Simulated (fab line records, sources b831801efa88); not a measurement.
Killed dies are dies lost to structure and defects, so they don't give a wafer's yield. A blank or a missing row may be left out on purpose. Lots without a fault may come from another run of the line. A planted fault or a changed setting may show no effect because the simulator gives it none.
Which tool did it? | flow sky130 | 13 lots, 39 wafers sampled, at 3 steps of a route of 708

WHAT THE GAUGES READ, wafer by wafer
SKY_VT_ADJUST_HVTR_CD_MEAS_07: target cd 380 nm. Usual: cd_nm 378.4 nm, standard deviation 2.7.
lot  | measured     | on        | cd_nm (nm)        | flag
L664 | day 9 20:00  | cd_sem-01 | 378.6 380.1 379.8 |
L665 | day 10 05:35 | cd_sem-02 | 382.8 381.4 383.2 |
L666 | day 10 15:50 | cd_sem-01 | 375.4 375.2 373.7 |
L669 | day 11 11:07 | cd_sem-02 | 373.8 374.4 374.1 |
L670 | day 11 12:09 | cd_sem-01 | 376.4 374.6 376.0 |
L671 | day 11 22:34 | cd_sem-02 | 381.2 378.9 382.5 |
L674 | day 13 02:09 | cd_sem-02 | 380.3 380.9 377.3 |
L680 | day 14 16:07 | cd_sem-02 | 382.1 379.1 379.7 |
L681 | day 15 04:57 | cd_sem-02 | 380.6 383.6 380.4 |
L683 | day 15 20:28 | cd_sem-02 | 381.6 379.9 380.8 |
L684 | day 15 23:16 | cd_sem-02 | 382.8 377.4 379.1 |
L685 | day 16 04:27 | cd_sem-01 | 375.9 378.3 378.4 |
L686 | day 16 13:29 | cd_sem-01 | 376.9 373.3 374.2 |

SKY_GATE_OXIDE_OVL_MEAS_10. Usual: GATE_OXIDE_OVL -1.3 nm, standard deviation 1.3.
lot  | measured     | on         | GATE_OXIDE_OVL (nm) | flag
L664 | day 14 03:03 | overlay-02 | 0.1 0.8 -0.7        |
L665 | day 14 15:13 | overlay-01 | -2.6 -1.5 -3.8      |
L666 | day 15 02:27 | overlay-02 | -2.2 -2.6 -1.2      |
L669 | day 16 00:07 | overlay-02 | -1.8 -1.9 -0.9      |
L670 | day 16 06:48 | overlay-01 | 1.1 -0.5 -0.8       |
L671 | day 16 16:32 | overlay-01 | -2.2 -0.7 -1.5      |
L674 | day 17 23:03 | overlay-01 | 0.0 -1.2 0.3        |
L680 | day 19 17:38 | overlay-02 | -1.4 -1.0 0.0       |
L681 | day 20 12:35 | overlay-01 | -2.0 -1.3 -0.9      |
L683 | day 21 04:31 | overlay-02 | -2.4 -3.5 -2.4      |
L684 | day 21 05:22 | overlay-02 | 0.3 -0.3 -1.8       |
L685 | day 21 11:26 | overlay-01 | -1.5 -0.5 -0.2      |
L686 | day 22 00:45 | overlay-02 | -1.6 -1.5 -1.4      |

WHICH TOOL RAN EACH LOT (tool, then ch and the chambers of the sampled wafers, then the start)
lot  | SKY_SONOS_ONO_STRIP_17
L664 | plasma_asher-04 ch 0,1, day 12 23:17
L665 | plasma_asher-03 ch 0,1, day 13 11:36
L666 | plasma_asher-04 ch 0,1, day 13 22:04
L669 | plasma_asher-04 ch 0,1, day 14 18:20
L670 | plasma_asher-04 ch 0,1, day 15 00:44
L671 | plasma_asher-01 ch 0,1, day 15 08:58
L674 | plasma_asher-01 ch 0,1, day 16 16:13
L680 | plasma_asher-04 ch 0,1, day 18 10:01
L681 | plasma_asher-04 ch 0,1, day 19 02:37
L683 | plasma_asher-01 ch 0,1, day 19 19:22
L684 | plasma_asher-01 ch 0,1, day 19 21:16
L685 | plasma_asher-04 ch 0,1, day 20 02:28
L686 | plasma_asher-03 ch 0,1, day 20 16:19
- SKY_SONOS_ONO_STRIP_17: strips in O2/N2.

WHAT THE TOOLS THEMSELVES READ (means of the sampled wafers that have a number; where no wafer has one, the mark that the record gives instead)
SKY_SONOS_ONO_STRIP_17. Usual: drypump_motor_current_A 5.5 A, standard deviation 0.52; oes_product_au 0.710 a.u., standard deviation 0.004; strip_time_to_endpoint_s 14.12 s, standard deviation 0.041.
lot  | tool            | drypump_motor_current_A (A) | oes_product_au (a.u.) | strip_time_to_endpoint_s (s) | flag
L664 | plasma_asher-04 | 5.7                         | 0.707                 | 14.18                        |
L665 | plasma_asher-03 | 5.7                         | 0.712                 | 14.07                        |
L666 | plasma_asher-04 | 5.9                         | 0.711                 | 14.09                        |
L669 | plasma_asher-04 | 5.9                         | 0.709                 | 14.15                        |
L670 | plasma_asher-04 | 5.7                         | 0.709                 | 14.16                        |
L671 | plasma_asher-01 | 4.9                         | 0.709                 | 14.06                        |
L674 | plasma_asher-01 | 4.9                         | 0.710                 | 14.16                        |
L680 | plasma_asher-04 | 5.7                         | 0.707                 | 14.07                        |
L681 | plasma_asher-04 | 5.7                         | 0.709                 | 14.18                        |
L683 | plasma_asher-01 | 4.9                         | 0.706                 | 14.12                        |
L684 | plasma_asher-01 | 4.9                         | 0.710                 | 14.13                        |
L685 | plasma_asher-04 | 5.9                         | 0.711                 | 14.15                        |
L686 | plasma_asher-03 | 5.7                         | 0.712                 | 14.12                        |

THE ANSWER, worked out from the rows above alone
Rule: a lot is off if the mean of its wafers that have a number lies more than 3 standard deviations from the usual mean. A lot without any number at a reading at which 4 lots or more have one is off too. The other lots that the step has rows for count as sound. The gauges are gone through in route order, then the tools' own readings, and for those a lot's mean is taken as printed above. The first step at which some lot is off is used, and at that step the reading that is off furthest; a lot without a number counts as furthest.
No lot is off at any reading shown: from this, nothing can be told.

WHAT THE SIMULATOR HAD PUT IN
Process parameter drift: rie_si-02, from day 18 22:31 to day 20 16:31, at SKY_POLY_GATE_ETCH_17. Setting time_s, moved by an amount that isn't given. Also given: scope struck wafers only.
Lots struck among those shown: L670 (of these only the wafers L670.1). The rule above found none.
